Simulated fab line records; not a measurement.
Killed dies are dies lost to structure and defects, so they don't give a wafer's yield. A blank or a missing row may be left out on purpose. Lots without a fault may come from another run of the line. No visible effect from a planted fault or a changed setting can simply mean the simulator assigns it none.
fab line records	flow gf180mcu
[record] lots = 14	wafers = 39	last_day = 34
route steps=602 shown LVPWELL@62 POLY_GATE@169 HV_LDD@198 CONTACT@288
lots with no fault: from the same line, run without faults
start_h: hours from the record's first day to the start of the lot's first wafer shown	wait_h: time in hours since the lot's previous step	" as in the row above	L1.1+2: several wafers, shown together as one row	- either no value or no given start	* or withheld: withheld	< > ~ a bound
route shown NAME@n: names a module that has steps shown in the file, with the first one's number in the route	usual: mean/standard deviation taken from wafers without a fault	same: alike in all rows	chamber/n: place in a boat	sites: per-site readings	_std_site: their standard deviation	_edge_site: mean of outer sites minus mean of inner sites	radius_mm: for every site, how far away it sits from the centre of the wafer	mask NAME#n: copy n	behind: the most recent tool/chamber to have shaped the wafer	hold: why the lot was held/for how many hours/how that ended	device: which transistor (n, p or np) failed to switch	end of line: at the end of the route, the tests of the same wafers	where a step has no rows: the recipe by itself	killed: count of dies lost to structure and defects at first sort (not the wafer's yield)	map: shows each die of a wafer: x if killed, . if not, _ if none is there
set.NAME: setting as actually run; set.NAME@STEP: the setting as run at that earlier step	model.NAME: the simulator's own value behind a step, which no gauge read
a sample of lots followed through the steps of the route, with each step as a table and each wafer as a row
services: the hour from which a tool's chamber was out of use, counted from the record's first day as start_h (under 0 if before that day), plus the number of hours and why
[[steps]]
[step GF_LVPWELL_IMPLANT_08]
[recipe] species = B	energy_kev = 170	dose_cm2 = 1.5e+13	tilt_deg = 0
[usual] beam_on_s = 9.97/0.19
lot.wafer	tool	chamber	start_h	wait_h	beam_on_s
L822.1	implanter-04	0	68.38	0.0	9.83
L822.4	"	0	"	"	10.03
L822.6	"	0	"	"	9.81
L823.3	implanter-01	0	73.74	0.1	10.07
L823.4	"	0	"	"	9.97
L823.6	"	0	"	"	10.37
L824.1	implanter-02	0	80.37	0.0	9.91
L824.4	"	0	"	"	10.04
L824.6	"	0	"	"	9.75
L825.1	implanter-02	0	85.83	0.0	10.10
L825.2	"	0	"	"	9.93
L825.6	"	0	"	"	10.02
L826.2	implanter-01	0	91.90	0.0	10.27
L826.3	"	0	"	"	10.19
L826.6	"	0	"	"	10.37
L828.2	implanter-04	0	104.66	0.0	9.84
L828.4	"	0	"	"	9.64
L828.6	"	0	"	"	9.90
L831.1	implanter-01	0	119.37	0.0	10.42
L831.2	"	0	"	"	10.16
L831.4	"	0	"	"	9.88
L832.1	implanter-01	0	126.27	0.0	9.80
L832.3	"	0	"	"	10.01
L832.6	"	0	"	"	9.74
L834.1	implanter-01	0	136.74	0.0	9.93
L834.2	"	0	"	"	9.86
L834.4	"	0	"	"	9.89
L836.1	implanter-01	0	152.89	0.0	9.72
L836.4	"	0	"	"	10.09
L836.6	"	0	"	"	10.10
L842.3	implanter-01	0	183.03	0.1	9.94
L842.5	"	0	"	"	10.00
L843.1	implanter-01	0	188.27	0.0	10.14
L843.5	"	0	"	"	10.09
L844.1	implanter-01	0	192.53	0.0	9.66
L844.5	"	0	"	"	9.95
L845.2	implanter-04	0	197.61	0.0	9.99
L845.3	"	0	"	"	9.64
L845.4	"	0	"	"	10.28
[step GF_VT_IMPLANT_RS_MEAS_48]
[recipe] thk_meas_gauge = four-point-probe
[usual] LVPWELL_RS = 1196/3
lot.wafer	tool	chamber	start_h	wait_h	LVPWELL_RS[ohm/sq]
L822.1	film_metro-03	-	156.74	0.1	1197
L822.4	"	-	"	"	1197
L822.6	"	-	"	"	1198
L823.3	film_metro-02	-	164.09	0.1	1199
L823.4	"	-	"	"	1198
L823.6	"	-	"	"	1195
L824.1	film_metro-02	-	172.69	0.1	1192
L824.4	"	-	"	"	1190
L824.6	"	-	"	"	1195
L825.1	film_metro-02	-	181.78	0.1	1198
L825.2	"	-	"	"	1197
L825.6	"	-	"	"	1198
L826.2	film_metro-02	-	185.90	0.1	1197
L826.3	"	-	"	"	1195
L826.6	"	-	"	"	1196
L828.2	film_metro-04	-	198.61	0.1	1198
L828.4	"	-	"	"	1197
L828.6	"	-	"	"	1195
L831.1	film_metro-02	-	219.33	0.1	1192
L831.2	"	-	"	"	1194
L831.4	"	-	"	"	1195
L832.1	film_metro-02	-	226.95	0.1	1199
L832.3	"	-	"	"	1192
L832.6	"	-	"	"	1199
L834.1	film_metro-04	-	237.93	0.1	1201
L834.2	"	-	"	"	1200
L834.4	"	-	"	"	1200
L836.1	film_metro-04	-	257.33	0.1	1194
L836.4	"	-	"	"	1194
L836.6	"	-	"	"	1198
L842.3	film_metro-03	-	293.92	0.1	1212
L842.5	"	-	"	"	1194
L843.1	film_metro-04	-	300.49	0.1	1213
L843.5	"	-	"	"	1196
L844.1	film_metro-03	-	305.29	0.1	1211
L844.5	"	-	"	"	1196
L845.2	film_metro-03	-	312.51	0.1	1198
L845.3	"	-	"	"	1196
L845.4	"	-	"	"	1197
[step GF_POLY_GATE_ETCH_12]
[recipe] chemistry = N2/H2	target_depth_a = withheld	overetch_a = withheld	time_s = withheld	target = BARC	ion_energy_ev = 200	source_w = 500	bias_w = 100	pressure_mtorr = 30	n2_flow_sccm = 100	h2_flow_sccm = 200
[usual] drypump_motor_current_A = 5.7/0.31	oes_product_au = 0.735/0.0047	throttle_valve_pct = 13.215/0.0088
lot.wafer	tool	chamber	start_h	wait_h	drypump_motor_current_A	oes_product_au	throttle_valve_pct
L822.1	rie_diel-02	1	195.86	0.0	5.7	0.726	13.234
L822.4	"	2	"	"	6.0	0.734	13.211
L822.6	"	0	"	"	5.1	0.741	13.225
L823.3	rie_diel-04	0	206.51	0.0	5.7	0.746	13.217
L823.4	"	2	"	"	6.3	0.735	13.225
L823.6	"	0	"	"	5.7	0.730	13.227
L824.1	rie_diel-03	2	214.51	0.0	5.9	0.736	13.211
L824.4	"	0	"	"	5.5	0.732	13.222
L824.6	"	1	"	"	5.7	0.734	13.221
L825.1	rie_diel-04	3	222.61	0.0	5.7	0.731	13.226
L825.2	"	1	"	"	5.4	0.738	13.214
L825.6	"	0	"	"	5.7	0.737	13.220
L826.2	rie_diel-03	0	232.51	0.0	5.5	0.733	13.215
L826.3	"	2	"	"	5.9	0.733	13.214
L826.6	"	1	"	"	5.7	0.733	13.210
L828.2	rie_diel-02	2	240.14	0.0	5.9	0.738	13.222
L828.4	"	1	"	"	5.7	0.733	13.220
L828.6	"	0	"	"	5.1	0.745	13.205
L831.1	rie_diel-04	2	261.54	0.0	6.3	0.734	13.212
L831.2	"	3	"	"	5.7	0.733	13.226
L831.4	"	0	"	"	5.7	0.730	13.210
L832.1	rie_diel-02	3	269.81	0.0	5.1	0.737	13.217
L832.3	"	0	"	"	5.1	0.740	13.210
L832.6	"	1	"	"	5.7	0.731	13.219
L834.1	rie_diel-02	3	280.94	0.0	5.1	0.735	13.232
L834.2	"	0	"	"	5.1	0.729	13.212
L834.4	"	1	"	"	5.7	0.740	13.207
L836.1	rie_diel-04	0	302.21	0.0	5.7	0.732	13.214
L836.4	"	2	"	"	6.3	0.741	13.231
L836.6	"	3	"	"	5.7	0.728	13.205
L842.3	rie_diel-03	1	341.56	0.0	5.7	0.741	13.215
L842.5	"	0	"	"	5.5	0.738	13.217
L843.1	rie_diel-02	1	347.65	0.0	5.7	0.738	13.217
L843.5	"	0	"	"	5.1	0.733	13.211
L844.1	rie_diel-03	3	356.56	0.0	5.9	0.744	13.196
L844.5	"	0	"	"	5.5	0.730	13.214
L845.2	rie_diel-04	3	363.04	0.0	5.7	0.735	13.221
L845.3	"	2	"	"	6.3	0.741	13.202
L845.4	"	0	"	"	5.7	0.746	13.193
[step GF_HV_LDD_STRIP_22]
[recipe] chemistry = O2/N2	power_w = 1400	pressure_mtorr = 1500	platen_temp_c = 250	o2_flow_sccm = 3000	n2_flow_sccm = 300	overash_fraction = 0.5
[usual] drypump_motor_current_A = 5.6/0.54	heater_power_w = 330/9.9	oes_product_au = 0.716/0.0046	strip_time_to_endpoint_s = 12.62/0.031
lot.wafer	tool	chamber	start_h	wait_h	drypump_motor_current_A	heater_power_w	oes_product_au	rf_hours_counter_h	strip_time_to_endpoint_s
L822.1	plasma_asher-01	1	234.75	0.1	5.3	344	0.720	13	12.63
L822.4	"	1	"	"	5.3	339	0.719	-	12.59
L822.6	"	0	"	"	5.3	323	0.722	-	12.62
L823.3	plasma_asher-03	1	244.67	0.1	6.6	346	0.706	-	12.59
L823.4	"	0	"	"	5.5	338	0.720	-	12.60
L823.6	"	1	"	"	6.6	331	0.712	-	12.63
L824.1	plasma_asher-04	1	253.71	0.1	4.9	327	0.714	60	12.69
L824.4	"	0	"	"	5.7	335	0.713	-	12.67
L824.6	"	0	"	"	5.7	327	0.715	-	12.61
L825.1	plasma_asher-03	0	261.34	0.1	5.5	331	0.726	46	12.60
L825.2	"	1	"	"	6.6	332	0.725	46	12.61
L825.6	"	1	"	"	6.6	336	0.717	-	12.59
L826.2	plasma_asher-03	0	272.64	0.1	5.5	346	0.712	47	12.60
L826.3	"	1	"	"	6.6	334	0.714	-	12.60
L826.6	"	0	"	"	5.5	336	0.713	-	12.61
L828.2	plasma_asher-01	0	281.39	0.1	5.3	315	0.716	18	12.66
L828.4	"	1	"	"	5.3	342	0.717	-	12.65
L828.6	"	1	"	"	5.3	346	0.711	-	12.61
L831.1	plasma_asher-03	1	302.81	0.1	6.6	331	0.718	50	12.60
L831.2	"	0	"	"	5.5	330	0.706	50	12.63
L831.4	"	1	"	"	6.6	340	0.708	-	12.62
L832.1	plasma_asher-04	0	311.06	0.1	5.7	325	0.720	67	12.63
L832.3	"	0	"	"	5.7	332	0.717	-	12.63
L832.6	"	0	"	"	5.7	335	0.725	-	12.58
L834.1	plasma_asher-01	1	324.19	0.1	5.4	334	0.720	23	12.58
L834.2	"	0	"	"	5.3	304	0.719	23	12.56
L834.4	"	0	"	"	5.3	313	0.712	-	12.58
L836.1	plasma_asher-04	0	346.34	0.1	5.7	329	0.718	70	12.62
L836.4	"	0	"	"	5.7	325	0.719	-	12.64
L836.6	"	1	"	"	4.9	324	0.711	-	12.61
L842.3	plasma_asher-03	1	388.92	0.1	6.6	334	0.713	-	12.63
L842.5	"	1	"	"	6.6	331	0.715	-	12.65
L843.1	plasma_asher-03	0	393.69	0.1	5.5	336	0.715	59	12.63
L843.5	"	1	"	"	6.6	324	0.717	-	12.66
L844.1	plasma_asher-01	1	404.79	0.1	5.3	340	0.716	31	12.62
L844.5	"	1	"	"	5.4	340	0.707	-	12.61
L845.2	plasma_asher-01	1	411.73	0.1	5.3	350	0.721	32	12.62
L845.3	"	0	"	"	5.3	311	0.707	-	12.59
L845.4	"	1	"	"	5.3	351	0.716	-	12.64
[step GF_CONTACT_THK_MEAS_01]
[recipe] reads = SiO2_of_CONTACT_CVD_00
[usual] CONTACT_CVD_00_THK = 301/3.4
lot.wafer	tool	chamber	start_h	wait_h	CONTACT_CVD_00_THK[nm]
L822.1	film_metro-02	-	338.46	0.0	305
L822.4	"	-	"	"	304
L822.6	"	-	"	"	299
L823.3	film_metro-04	-	351.75	0.0	303
L823.4	"	-	"	"	302
L823.6	"	-	"	"	301
L824.1	film_metro-03	-	363.14	0.0	299
L824.4	"	-	"	"	306
L824.6	"	-	"	"	299
L825.1	film_metro-03	-	371.36	0.0	302
L825.2	"	-	"	"	299
L825.6	"	-	"	"	304
L826.2	film_metro-04	-	385.32	0.0	303
L826.3	"	-	"	"	305
L826.6	"	-	"	"	305
L828.2	film_metro-02	-	394.08	0.0	299
L828.4	"	-	"	"	302
L828.6	"	-	"	"	304
L831.1	film_metro-03	-	418.07	0.0	305
L831.2	"	-	"	"	306
L831.4	"	-	"	"	304
L832.1	film_metro-03	-	429.52	0.0	303
L832.3	"	-	"	"	304
L832.6	"	-	"	"	306
L834.1	film_metro-04	-	444.46	0.0	298
L834.2	"	-	"	"	294
L834.4	"	-	"	"	297
L836.1	film_metro-02	-	469.67	0.0	305
L836.4	"	-	"	"	296
L836.6	"	-	"	"	300
L842.3	film_metro-04	-	515.19	0.0	302
L842.5	"	-	"	"	303
L843.1	film_metro-04	-	518.90	0.0	294
L843.5	"	-	"	"	302
L844.1	film_metro-04	-	531.06	0.0	303
L844.5	"	-	"	"	306
L845.2	film_metro-04	-	536.32	0.0	304
L845.3	"	-	"	"	301
L845.4	"	-	"	"	301
[[services]]
tool	chamber	start_h	hours	kind
plasma_asher-03	-	45.19	3.8	repair
implanter-01	-	46.48	1.2	repair
rie_diel-02	1	57.96	2.4	repair
rie_diel-02	3	84.69	1.6	repair
rie_diel-02	1	92.86	2.7	repair
plasma_asher-01	-	108.75	9.0	pm
plasma_asher-03	-	110.79	1.7	repair
rie_diel-04	-	118.28	2.8	pm
plasma_asher-03	-	150.90	11.1	repair
rie_diel-02	3	162.15	10.3	repair
plasma_asher-01	-	163.62	6.3	repair
rie_diel-04	3	168.09	3.1	repair
rie_diel-04	3	188.31	13.2	repair
rie_diel-02	0	196.73	3.2	repair
rie_diel-04	1	205.41	7.0	repair
plasma_asher-01	-	211.01	3.3	repair
rie_diel-02	-	252.14	2.8	pm
plasma_asher-03	-	258.30	0.7	repair
plasma_asher-03	-	268.33	0.9	repair
rie_diel-04	0	330.58	5.3	repair
implanter-01	-	367.31	1.5	repair
rie_diel-02	1	375.06	3.0	repair
rie_diel-02	2	382.85	2.4	repair
plasma_asher-01	-	406.31	2.1	repair
[[key]]
[first_sign] step = GF_VT_IMPLANT_RS_MEAS_48	reading = LVPWELL_RS	direction = up	sigmas = 5.1	usual = 1196	struck = 1212
effect none on later readings
met_at GF_LVPWELL_IMPLANT_08
struck_lots L842,L843,L844
struck_wafers L842.3,L843.1,L844.1
tester_left_out L842,L843,L844
not_acting_at GF_POLY_GATE_ETCH_12,GF_HV_LDD_STRIP_22,GF_CONTACT_THK_MEAS_01
onset_between 152.89 183.03
[fault] kind = process_parameter_drift	tool = implanter-01	chamber = -	onset_h = 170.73	steps = GF_LVPWELL_IMPLANT_08	channel = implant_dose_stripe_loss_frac	offset = 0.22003	shape = step	end_h = 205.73	scope = struck_wafers_only
// tester_left_out: of these lots the tester's yield and bins aren't shown, on N5 and GAA mostly nor the transistor test; their killed dies are dies lost to structure and defects alone, not to doping, threshold or leakage, so they don't give the yield
